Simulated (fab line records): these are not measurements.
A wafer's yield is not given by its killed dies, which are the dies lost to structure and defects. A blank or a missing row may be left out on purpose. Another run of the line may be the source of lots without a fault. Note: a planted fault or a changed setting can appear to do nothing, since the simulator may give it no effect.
Matching of chambers :: flow gf180mcu :: GF_CONTACT_CMP_04 on cmp-02 has 4 sister chambers
The step polishes SiO2. 8 wafers are shown with their chamber, then 10 later ones without.

WAFERS PAIRED WITH THEIR CHAMBERS
wafer: L321.1
chamber: 1
motor_current_A (A): 13.5
time_to_endpoint_s (s): 102

wafer: L323.3
chamber: 2
motor_current_A (A): 10.3
time_to_endpoint_s (s): 110

wafer: L325.1
chamber: 1
motor_current_A (A): 12.3
time_to_endpoint_s (s): 104

wafer: L327.6
chamber: 0
motor_current_A (A): 13.5
time_to_endpoint_s (s): 114

wafer: L328.5
chamber: 3
motor_current_A (A): 10.3
time_to_endpoint_s (s): 102

wafer: L328.6
chamber: 0
motor_current_A (A): 13.0
time_to_endpoint_s (s): 113

wafer: L330.1
chamber: 2
motor_current_A (A): 10.4
time_to_endpoint_s (s): 100

wafer: L330.4
chamber: 3
motor_current_A (A): 10.8
time_to_endpoint_s (s): 104

WAFERS WITH NO CHAMBER GIVEN
wafer: L330.6
motor_current_A (A): 10.2
time_to_endpoint_s (s): 100

wafer: L331.1
motor_current_A (A): 12.9
time_to_endpoint_s (s): 122

wafer: L331.2
motor_current_A (A): 10.3
time_to_endpoint_s (s): 108

wafer: L331.3
motor_current_A (A): 12.1
time_to_endpoint_s (s): 106

wafer: L332.1
motor_current_A (A): 10.3
time_to_endpoint_s (s): 102

wafer: L332.4
motor_current_A (A): 10.3
time_to_endpoint_s (s): 103

wafer: L335.2
motor_current_A (A): 12.1
time_to_endpoint_s (s): 101

wafer: L335.4
motor_current_A (A): 12.8
time_to_endpoint_s (s): 114

wafer: L336.1
motor_current_A (A): 11.0
time_to_endpoint_s (s): 99

wafer: L336.4
motor_current_A (A): 12.5
time_to_endpoint_s (s): 121

THE CHAMBER EACH PASSED THROUGH
wafer: L330.6
from the rows above: can't be placed: 3 or 2
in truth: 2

wafer: L331.1
from the rows above: 0
in truth: 0

wafer: L331.2
from the rows above: can't be placed: 2 or 3
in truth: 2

wafer: L331.3
from the rows above: can't be placed: 1 or 0 or 3 or 2
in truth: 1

wafer: L332.1
from the rows above: can't be placed: 3 or 2
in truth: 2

wafer: L332.4
from the rows above: can't be placed: 3 or 2
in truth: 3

wafer: L335.2
from the rows above: can't be placed: 1 or 3 or 2
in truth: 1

wafer: L335.4
from the rows above: 0
in truth: 0

wafer: L336.1
from the rows above: can't be placed: 3 or 2
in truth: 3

wafer: L336.4
from the rows above: 0
in truth: 0
Placed correctly: 3 of 10. These rows do not allow placing 7 (true chamber among the candidates in 7). Number placed wrongly: 0.
How it was worked out, from the rows above alone: a wafer's distance from a chamber is the root of the sum, over the readings, of the square of ((its reading less the chamber's mean) divided by the reading's scatter). If the next closest chamber is less than 2 further off than the closest, the wafer can't be placed; otherwise it belongs to the closest. For every chamber, the mean is computed from those of its wafers that are shown. The scatter: take each reading less its chamber's mean, square it, sum over the shown wafers, divide by the number of wafers less the number of chambers, and take the root.
